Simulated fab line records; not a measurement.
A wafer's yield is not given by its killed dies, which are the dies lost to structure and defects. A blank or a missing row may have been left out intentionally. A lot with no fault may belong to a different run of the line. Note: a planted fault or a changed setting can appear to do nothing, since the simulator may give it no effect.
Matching of chambers / flow gf180mcu / GF_SAB_ETCH_11 on rieDiel-04 has 4 sister chambers
The step etches SiO2 in C4F8/O2/Ar, target depth 55 nm, time 8.5 s. 4 wafers are shown with their chamber, then 9 later ones without.

## WAFERS, EACH WITH ITS CHAMBER
wafer=L089.6; chamber=3; oesProductAu (a.u.)=1.007
wafer=L090.3; chamber=2; oesProductAu (a.u.)=1.003
wafer=L090.5; chamber=1; oesProductAu (a.u.)=0.982
wafer=L090.6; chamber=0; oesProductAu (a.u.)=0.981

## WAFERS WITHOUT THEIR CHAMBER
wafer=L093.1; oesProductAu (a.u.)=0.994
wafer=L093.3; oesProductAu (a.u.)=1.007
wafer=L093.4; oesProductAu (a.u.)=0.971
wafer=L094.3; oesProductAu (a.u.)=1.004
wafer=L094.4; oesProductAu (a.u.)=0.995
wafer=L094.5; oesProductAu (a.u.)=0.982
wafer=L095.1; oesProductAu (a.u.)=0.968
wafer=L095.5; oesProductAu (a.u.)=0.987
wafer=L095.6; oesProductAu (a.u.)=0.998

## WHICH CHAMBER EACH WENT THROUGH
wafer=L093.1; from the rows above=can't be placed: 2 or 1 or 3 or 0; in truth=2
wafer=L093.3; from the rows above=can't be placed: 3 or 2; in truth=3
wafer=L093.4; from the rows above=can't be placed: 0 or 1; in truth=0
wafer=L094.3; from the rows above=can't be placed: 2 or 3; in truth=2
wafer=L094.4; from the rows above=can't be placed: 2 or 3 or 1 or 0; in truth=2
wafer=L094.5; from the rows above=can't be placed: 1 or 0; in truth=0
wafer=L095.1; from the rows above=can't be placed: 0 or 1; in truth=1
wafer=L095.5; from the rows above=can't be placed: 1 or 0 or 2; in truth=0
wafer=L095.6; from the rows above=can't be placed: 2 or 3 or 1 or 0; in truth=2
Correct placement for 0 of the 9. From these rows, 9 cannot be placed; in 9 the true chamber is one of the candidates. 0 placed wrongly.
How it was worked out, from the rows above alone: a wafer's distance from a chamber is the root of the sum, over the readings, of the square of ((its reading less the chamber's mean) divided by the reading's scatter). If the next closest chamber is less than 2 further off than the closest, the wafer can't be placed; otherwise it belongs to the closest. Each chamber's mean is taken over the wafers shown for it. The scatter: root of mean squared gap, hidden wafer to nearest shown wafer, with one shown wafer a chamber.
